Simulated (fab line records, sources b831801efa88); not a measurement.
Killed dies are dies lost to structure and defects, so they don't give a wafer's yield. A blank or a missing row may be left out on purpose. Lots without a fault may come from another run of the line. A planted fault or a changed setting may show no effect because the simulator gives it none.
Which tool did it? | flow gf180mcu | 6 lots, 18 wafers sampled, at 2 steps of a route of 602

WHAT THE GAUGES READ, wafer by wafer
GF_HV_LDD_TW_MEAS_11.
lot  | measured     | on            | HV_LDD_TW
L270 | day 11 02:31 | film_metro-04 | 2431 2434 2417
L272 | day 11 23:27 | film_metro-02 | 2425 2416 2422
L274 | day 12 14:02 | film_metro-04 | 2437 2449 2455
L276 | day 13 03:51 | film_metro-03 | 2503 2514 2509
L287 | day 16 13:45 | film_metro-03 | 2401 2412 2407
L288 | day 17 02:13 | film_metro-03 | 2417 2411 2405

WHICH TOOL RAN EACH LOT (tool, then ch and the chambers of the sampled wafers, then the start)
lot  | GF_HV_LDD_IMPLANT_09
L270 | implanter-02 ch 0, day 11 02:17
L272 | implanter-02 ch 0, day 11 23:13
L274 | implanter-04 ch 0, day 12 13:47
L276 | implanter-02 ch 0, day 13 03:36
L287 | implanter-02 ch 0, day 16 13:31
L288 | implanter-04 ch 0, day 17 01:59
- GF_HV_LDD_IMPLANT_09

THE ANSWER, worked out from the rows above alone
Rule: what is usual is taken from the lots themselves. Put in order of their means at a reading, lots are off if they are a third of the lots or fewer, leave a main group of 4 or more, and stand apart from it by a gap of 3 or more times the standard deviation of the main group's means; of several such gaps the widest counts. A main group whose means are all the same, to the digits that the tables above print for the reading, isn't used. A lot without any number at a reading at which 4 lots or more have one is off too. The other lots that the step has rows for count as sound.
Off: L276, at GF_HV_LDD_TW_MEAS_11 (HV_LDD_TW). The main group: mean 2423, standard deviation 14.
A tool fits if, at a process step before that reading, it ran every lot that is off, and no sound lot after the first of them. The gauges at GF_HV_LDD_TW_MEAS_11 are tried like those tools. None of those tried fits.

WHAT THE SIMULATOR HAD PUT IN
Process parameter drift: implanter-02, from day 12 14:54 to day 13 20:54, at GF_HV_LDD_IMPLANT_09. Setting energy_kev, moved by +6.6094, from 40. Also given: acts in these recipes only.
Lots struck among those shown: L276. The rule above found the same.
